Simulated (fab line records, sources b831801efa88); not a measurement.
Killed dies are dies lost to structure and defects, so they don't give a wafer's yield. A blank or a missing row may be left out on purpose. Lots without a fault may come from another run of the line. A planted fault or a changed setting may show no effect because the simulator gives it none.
A struck lot beside a sound one | flow gf180mcu | 43 steps out of a route of 602
Sound: wafers L262.1, L262.3, L262.6. Struck: wafers L269.1, L269.4, L269.5. The cause comes at the end.
At each step with rows: each side's tool, then ch and its chambers, then its first start. Under that, the readings that differ: sound wafers | struck wafers | difference of the means | sigmas: that difference in standard deviations of wafers without a fault.
alike: readings whose means differ by less than 2 such deviations, and words and numbers that are the same on both sides. not compared: withheld readings, readings that some wafer has no value for, bounds like >300 that may hide the same value, and numbers for which the record gives no deviation and whose values overlap.
The two part at a step that has a row with sigmas, a row that says differs or no value, or rows on one side only. Numbers that don't overlap but have no deviation are shown without sigmas and don't part them. A reading that every wafer of one side lacks parts them only if that side has two wafers or more.

first, 5 steps without rows for these wafers: GF_STI_COAT_07 (resist thk 700 nm); GF_STI_SOFTBAKE_08 (time 60 s); GF_STI_EXPOSE_09 (exposes mask COMP, target cd 220 nm); GF_STI_PEB_10 (peb time 90 s); GF_STI_DEVELOP_11 (develop time 60 s).
GF_STI_CD_MEAS_12: target cd 220 nm.
  sound on cd_sem-02, day 3 03:49; struck on cd_sem-01, day 4 15:53
  alike: cd_nm
GF_STI_ETCH_13: etches the open film in CHF3/O2, stops on Si, target depth 282.31 nm, time 112.9 s.
  sound on rie_diel-02 ch 1,3, day 3 03:56; struck on rie_diel-03 ch 2,3, day 4 16:00
  alike: drypump_motor_current_A, oes_product_au, throttle_valve_pct
  not compared: rf_hours_counter_h
GF_STI_ETCH_14: etches Si in HBr/Cl2/O2, target depth 360 nm, time 102.9 s.
  sound on rie_si-02 ch 0,1, day 3 04:01; struck on rie_si-02 ch 0,1,3, day 4 16:04
  alike: drypump_motor_current_A, oes_product_au, throttle_valve_pct
  not compared: rf_hours_counter_h
GF_STI_STRIP_15: strips in O2/N2.
  sound on plasma_asher-04 ch 0,1, day 3 04:05; struck on plasma_asher-03 ch 0,1, day 4 16:09
  alike: drypump_motor_current_A, heater_power_w, oes_product_au, strip_time_to_endpoint_s
  not compared: rf_hours_counter_h
then, 3 steps without rows for these wafers: GF_STI_CLEAN_16 (cleans in dHF, time 25 s); GF_STI_WET_ETCH_17 (etches Si3N4 in H3PO4, target depth 45 nm, time 514 s); GF_STI_CLEAN_18 (cleans in SC1/SC2, time 150 s).
GF_STI_CLEAN_19: cleans in dHF, time 20 s.
  sound on wet_bench-03 ch 3, day 3 04:25; struck on wet_bench-01 ch 2, day 4 16:28
then, 2 steps without rows for these wafers: GF_STI_WET_ETCH_20 (etches SiO2 in dHF, target depth 20 nm, time 400 s); GF_STI_OXIDATION_21 (stabilise 600 s, purge 300 s, target thk 15 nm).
GF_STI_THK_MEAS_22:
  sound on film_metro-01, day 3 07:59; struck on film_metro-01, day 4 17:44
  alike: STI_OXIDATION_01_THK
then, 1 step without rows for these wafers: GF_STI_CVD_23 (deposits SiO2, target thk 650 nm, time 108.3 s).
GF_STI_THK_MEAS_24:
  sound on film_metro-02, day 3 08:08; struck on film_metro-02, day 4 17:52
  alike: STI_CVD_23_THK
GF_STI_CMP_25: polishes, stops on Si3N4, t overpolish 33 s, target thk 524.6 nm.
  sound on cmp-01 ch 2,3, day 3 08:11; struck on cmp-01 ch 1,2,3, day 4 17:55
  alike: motor_current_A, overpolish_run_s, time_to_endpoint_s
then, 4 steps without rows for these wafers: GF_STI_WET_ETCH_26 (etches SiO2 in dHF, target depth 94 nm, time 188 s); GF_STI_WET_ETCH_27 (etches Si3N4 in H3PO4, target depth 160 nm, time 1825 s); GF_STI_WET_ETCH_28 (etches SiO2 in dHF, target depth 20 nm, time 40 s); GF_STI_OXIDATION_29 (stabilise 600 s, purge 300 s, target thk 10 nm).
GF_STI_THK_MEAS_30:
  sound on film_metro-01, day 3 13:58; struck on film_metro-02, day 4 20:13
  alike: STI_OXIDATION_02_THK
then, 8 steps without rows for these wafers: GF_DNWELL_DEHYDRATE_00 (time 60 s); GF_DNWELL_HMDS_01 (prime time 60 s); GF_DNWELL_COAT_02 (resist thk 3000 nm); GF_DNWELL_SOFTBAKE_03; GF_DNWELL_EXPOSE_04 (exposes mask DNWELL, target cd 1700 nm); GF_DNWELL_PEB_05; GF_DNWELL_DEVELOP_06 (develop time 60 s); GF_DNWELL_IMPLANT_07.
GF_DNWELL_STRIP_08: strips in O2/N2.
  sound on plasma_asher-02 ch 0,1, day 4 03:29; struck on plasma_asher-04 ch 0, day 5 11:31
  alike: drypump_motor_current_A, heater_power_w, oes_product_au, strip_time_to_endpoint_s
  not compared: rf_hours_counter_h
GF_DNWELL_TW_MEAS_09:
  sound on film_metro-02, day 4 03:35; struck on film_metro-03, day 5 11:37
  alike: DNWELL_TW
then, 7 steps without rows for these wafers: GF_NWELL_DEHYDRATE_00 (time 60 s); GF_NWELL_HMDS_01 (prime time 60 s); GF_NWELL_COAT_02 (resist thk 3000 nm); GF_NWELL_SOFTBAKE_03; GF_NWELL_EXPOSE_04 (exposes mask Nwell, target cd 860 nm); GF_NWELL_PEB_05; GF_NWELL_DEVELOP_06 (develop time 60 s).
GF_NWELL_OVL_MEAS_07:
  sound on overlay-01, day 4 17:01; struck on overlay-01, day 6 02:13
  alike: NWELL_OVL
-- the record jumps here: 27 days lie between the struck wafers' starts before and after (it left off in module NWELL and takes up again in module PASSIVATION, whose first step shown is number 602 of the route) --
GF_PASSIVATION_PROBE_99:
  the record has rows for the struck wafers here (prober-01, day 32 17:11) and none for the sound ones

WHERE THEY PART
Only at GF_PASSIVATION_PROBE_99, within this record.

WHY: what the simulator had put in
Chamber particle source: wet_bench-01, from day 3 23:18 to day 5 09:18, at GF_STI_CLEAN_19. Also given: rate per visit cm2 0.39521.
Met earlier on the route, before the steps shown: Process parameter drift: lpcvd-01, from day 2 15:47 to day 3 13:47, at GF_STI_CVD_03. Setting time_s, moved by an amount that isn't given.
